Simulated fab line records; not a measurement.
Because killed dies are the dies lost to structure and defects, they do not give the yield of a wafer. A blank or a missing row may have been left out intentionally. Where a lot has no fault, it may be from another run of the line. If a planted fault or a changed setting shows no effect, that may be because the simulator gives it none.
8D (eight disciplines) problem report, filled in by code    flow gf180mcu    the parts of the form that need people (team, actions taken, sign-off) are left out

1. THE ISSUE
Wafers without a fault read 3999.9 W, standard deviation 0.67; cathode_dc_power_W at GF_M3_SPUTTER_00 reads a mean of 4576.8 W on 6 wafers belonging to 2 lots. So: +99 or more standard deviations from the usual mean.
The step: material Ti, target thk 37.5 nm, time 150 s.
Seen first at day 23 03:01 on pvd_sputter-02, wafer L678.3. The record holds 18 wafers of 6 lots with a number at this step. The rule behind "out" and "out of limits": a value lying over 4 standard deviations away from the usual mean. The rest of the wafers with a number are treated as sound.

2. WHAT IT IS; WHAT IT IS NOT
question                     is                      is not
which readings at this step  cathode_dc_power_W      throttle_valve_pct
which lots                   L678, L679              L672, L685, L686, L694
which wafers of those lots   all that have a number  -
read on which tools          pvd_sputter-02          pvd_sputter-04
when                         from day 23 03:01       up to then (3 sound wafers); but 9 sound wafers of L685, L686, L694 came after

3. WHAT RULES OUT EACH SUSPECT
Counting: any tool at a process step up to the reading is kept as a suspect provided that every lot that is out went through it and no sound lot did after the first of them.
- pvd_sputter-02 at GF_M3_SPUTTER_00 (material Ti, target thk 37.5 nm, time 150 s): kept. Every lot that is out went through it, starting with L678 (day 23 03:01), and after that it ran no sound lot; the last sound lot it ran before then is L672 (day 20 16:23). Out on those wafers are its own readings of cathode_dc_power_W.
Left after counting: pvd_sputter-02 at GF_M3_SPUTTER_00.

4. THE CAUSE (what the simulator had put in)
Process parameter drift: pvd_sputter-02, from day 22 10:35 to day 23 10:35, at GF_M3_SPUTTER_00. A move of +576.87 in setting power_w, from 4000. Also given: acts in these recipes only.
Only this tool survived the counting.

5. THE EFFECT CHAIN, in route order
Each row: a reading where the mean over the struck wafers with a number is more than 3 standard deviations away from the usual. Only readings whose record carries a usual standard deviation are examined. hours: median over the lots of the time between each lot's start at the first step of this table that gives one and its start at this step. sigmas: the change, counted in usual standard deviations.
hours  step              reading             usual     on struck wafers  change  sigmas
0      GF_M3_SPUTTER_00  cathode_dc_power_W  3999.9 W  4576.8            +576.9  +99 or more
Here are the process steps it includes:
- GF_M3_SPUTTER_00: material Ti, target thk 37.5 nm, time 150 s.

6. HOW IT WOULD HAVE BEEN CAUGHT EARLIER
In this record the first reading out of limits was taken at day 23 03:01, 16 hours after the fault began at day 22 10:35.
